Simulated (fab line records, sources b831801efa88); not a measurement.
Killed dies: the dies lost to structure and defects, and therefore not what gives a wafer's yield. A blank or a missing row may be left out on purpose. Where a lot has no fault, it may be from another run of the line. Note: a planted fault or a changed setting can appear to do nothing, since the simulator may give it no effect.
A lot that was struck, set against a sound lot :: flow sky130 :: 20 steps out of a route of 708
Sound: these wafers, L864.2, L864.4, L864.5. Wafers struck: L866.1, L866.4, L866.6. The cause is named last.
For every step that has rows: the tool of each side, followed by ch and its chambers, followed by its first start. Under that, the readings that differ: sound wafers :: struck wafers :: difference of the means :: sigmas: that difference in standard deviations of wafers without a fault.
alike: same words and numbers on both sides, and readings whose means sit less than 2 such deviations apart. not compared: any withheld reading, any reading some wafer has no value for, any bound like >300 that may hide the same value, and any number with overlapping values for which the record gives no deviation.
A row with sigmas, a row that says differs or no value, or rows on one side alone: a step with any of these is where the two part. When numbers do not overlap yet have no deviation, they are printed without sigmas and do not part them. A reading that every wafer of one side lacks parts them only if that side has two wafers or more.

first, 2 steps without rows for these wafers: SKY_CONTACT_ETCH_16 (etches BARC in N2/H2, stops on SiO2, time 45.9 s, target depth 60 nm); SKY_CONTACT_ETCH_17 (etches SiO2 in C4F8/O2/Ar, stops on Si3N4, target depth 340 nm).
SKY_CONTACT_ETCH_18: etches Si3N4 in CHF3/O2, stops on TiN, time 39 s, target depth 75 nm.
  sound on rieDiel-03 ch 0,3; struck on rieDiel-03 ch 0,1,3
  alike: drypumpMotorCurrentA, oesProductAu, rfFwdPowerW, throttleValvePct
  not compared: rfHoursCounterH
SKY_CONTACT_STRIP_19: strips in O2/N2.
  sound on plasmaAsher-02 ch 1, day 32 04:17; struck on plasmaAsher-02 ch 0,1, day 33 01:05
  alike: drypumpMotorCurrentA, oesProductAu, stripTimeToEndpointS
  not compared: rfHoursCounterH
then, 4 steps without rows for these wafers: SKY_CONTACT_STRIP_20 (strips in post etch residue remover, time 1200 s); SKY_CONTACT_CLEAN_21 (cleans in IPA, time 180 s); SKY_CONTACT_CLEAN_22 (cleans in O3/DIW); SKY_CONTACT_SPUTTER_23 (material TiN, target thk 20 nm, time 80 s).
SKY_CONTACT_CVD_24: deposits W, target thk 340 nm, time 102.12 s.
  sound on cvdW-01 ch 0,1, day 32 04:57; struck on cvdW-02 ch 0, day 33 01:45
  alike: heaterPowerW
SKY_CONTACT_RS_MEAS_25: the measuring method here is four-point-probe.
  sound: filmMetro-04 at day 32 05:05; struck: filmMetro-03 at day 33 01:52
reading: CONTACT_W_RS (ohm/sq)
sound: 0.338 0.335 0.336
struck: 0.348 0.342 0.343
difference: +0.008
sigmas: +2
SKY_CONTACT_THK_MEAS_26: measures by xrf.
  sound: filmMetro-04 at day 32 05:11; struck: filmMetro-03 at day 33 01:59
  alike: CONTACT_W_THK
then, 1 step without rows for these wafers: SKY_CONTACT_CMP_27 (polishes, stops on SiO2, t overpolish 15 s, target thk 0 nm).
SKY_METAL1_SPUTTER_00: material Ti, target thk 15 nm, time 10 s.
  sound: pvdSputter-03 at day 32 05:32; struck: pvdSputter-03 at day 33 02:20
  no value came back on the struck wafers for cathodeDcPowerW (W), chamberPressurePa (Pa), throttleValvePct (%); on the sound wafers cathodeDcPowerW (W) reads 2999.4 3000.5 3000.4
then, 1 step without rows for these wafers: SKY_METAL1_SPUTTER_01 (material TiN, target thk 20 nm, time 16.7 s).
SKY_METAL1_SPUTTER_02: material AlCu, target thk 250 nm, time 13.3 s.
  sound: pvdSputter-03 at day 32 05:35; struck: pvdSputter-03 at day 33 02:23
  alike: cathodeDcPowerW, chamberPressurePa, throttleValvePct
SKY_METAL1_SPUTTER_03: material Ti, target thk 5 nm, time 3.3 s.
  sound: pvdSputter-03 at day 32 05:37; struck: pvdSputter-03 at day 33 02:25
  alike: cathodeDcPowerW, chamberPressurePa, throttleValvePct
then, 1 step without rows for these wafers: SKY_METAL1_SPUTTER_04 (material TiN, target thk 70 nm, time 58.3 s).
SKY_METAL1_RS_MEAS_05: the measuring method here is four-point-probe.
  sound: filmMetro-01 at day 32 05:42; struck: filmMetro-03 at day 33 02:46
  alike: METAL1_ALCU_RS
  not compared: hold
SKY_METAL1_THK_MEAS_06: measures by xrf.
  sound: filmMetro-01 at day 32 05:49; struck: filmMetro-03 at day 33 07:41
reading: hold
sound: - - -
struck: awaitDispo/4.7h/release awaitDispo/4.7h/release awaitDispo/4.7h/release
difference: no value on the sound wafers
sigmas: 
  alike: METAL1_ALCU_THK
-- the record jumps here: 14 days lie between the struck wafers' starts before and after (it left off in module METAL1 and takes up again in module PAD_OPEN, whose first step shown is number 708 of the route) --
SKY_PAD_OPEN_PROBE_99:
  sound: prober-02 at day 46 09:19; struck: prober-01 at day 47 02:15
reading: killedAtFrontEnd
sound: 8 13 14
struck: 23 26 19
difference: +11
sigmas: +2

reading: model.etest.mconChain.rcOhm
sound: 16.9 17.2 17.57
struck: 17.89 18.73 18.5
difference: +1.15
sigmas: 
  alike: defectLimitedYield, killed_at_M0_to_M3, killed_at_M4_up, killedAtContacts, killedAtOther, killedDies, killedOpen, killedShort, sort_bin_3_pad_short, sort_bin_5_function, sort_bin_6_memory, sortNPass, sortYieldPct

WHERE THEY PART
First at SKY_CONTACT_RS_MEAS_25; last, within this record, at SKY_PAD_OPEN_PROBE_99.

WHY: whatever the simulator had introduced
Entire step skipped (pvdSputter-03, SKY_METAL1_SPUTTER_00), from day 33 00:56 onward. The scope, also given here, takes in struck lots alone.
